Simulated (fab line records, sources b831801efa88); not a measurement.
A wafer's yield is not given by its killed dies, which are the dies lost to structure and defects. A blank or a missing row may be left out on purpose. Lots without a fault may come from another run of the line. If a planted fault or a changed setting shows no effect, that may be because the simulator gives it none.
Code-filled problem report in 8D (eight disciplines) form ; flow sky130 ; the parts of the form that need people (team, actions taken, sign-off) are left out

1. WHAT WENT WRONG
Mean of oes-product-au at SKY_METAL3_ETCH_17: 0.718 a.u. across 4 wafers in 2 lots; on wafers with no fault it is 0.752 a.u. (standard deviation 0.0073). Relative to the usual mean, that is a shift of -4.7 standard deviations.
The step: etches SiO2 in C4F8/O2/Ar, stops on TiN, time 3.9 s, target depth 15 nm.
Earliest sighting: wafer L351.1 on rie-diel-03 at day 41 16:45. The record holds 35 wafers of 12 lots with a number at this step. Rule for "out", or "out of limits": more than 4 standard deviations from the usual mean. The rest of the wafers with a number are treated as sound.

2. WHAT THIS IS AND IS NOT
question;is;is not
which readings at this step;oes-product-au;-
which lots;L351, L355;L342, L344, L345, L346, L348, L349, L350, L361, L363, L364
which wafers of those lots;L351.1, L355.1, L355.4, L355.5;L351.2
read on which tools;rie-diel-03;rie-diel-01, rie-diel-04
when;from day 41 16:45;"up to then (22 sound wafers); but 9 sound wafers of L361, L363, L364 came after"

3. SUSPECTS, AND WHAT RULES EACH OUT
Counting: if a tool at a process step up to the reading ran every lot that is out, it stays a suspect. Sound lots after the first of them don't rule it out here, since some wafers of a struck lot are sound.
- pvd-sputter-02 at SKY_METAL3_SPUTTER_04 (material TiN, target thk 70 nm, time 58.3 s): kept. Ran every lot that is out, first one L351 (day 39 15:39); last sound lot up to then L350 (day 39 04:43).
- rie-diel-03 at SKY_METAL3_ETCH_17 (etches SiO2 in C4F8/O2/Ar, stops on TiN, time 3.9 s, target depth 15 nm): kept. Ran every lot that is out, first one L351 (day 41 16:45); last sound lot up to then L350 (day 41 06:48). Its own readings are out on those wafers: oes-product-au.
Remaining after the count are pvd-sputter-02 at SKY_METAL3_SPUTTER_04 and rie-diel-03 at SKY_METAL3_ETCH_17.

4. THE CAUSE (what the simulator had put in)
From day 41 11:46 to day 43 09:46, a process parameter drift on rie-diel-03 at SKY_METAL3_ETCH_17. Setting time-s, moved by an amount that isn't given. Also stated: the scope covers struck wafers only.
Counting leaves 2 suspects; this tool is one of them.

5. THE EFFECT CHAIN, in route order
Rows list readings where the struck wafers' mean (over those with a number) sits beyond 3 standard deviations from the usual. Readings are gone through only where the record gives a usual standard deviation; hours: the median, over the lots, of the time from a lot's start at the first step in this table giving one to that lot's start at this step; sigmas: the change measured in usual standard deviations.
hours;step;reading;usual;on struck wafers;change;sigmas
0;SKY_METAL3_ETCH_17;oes-product-au;0.752 a.u.;0.718;-0.034;-4.7
It contains these process steps:
- SKY_METAL3_ETCH_17: etches SiO2 in C4F8/O2/Ar, stops on TiN, time 3.9 s, target depth 15 nm.

6. WHAT WOULD HAVE CAUGHT IT SOONER
5 hours passed between the start of the fault at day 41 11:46 and the first reading out of limits in this record, taken at day 41 16:45.
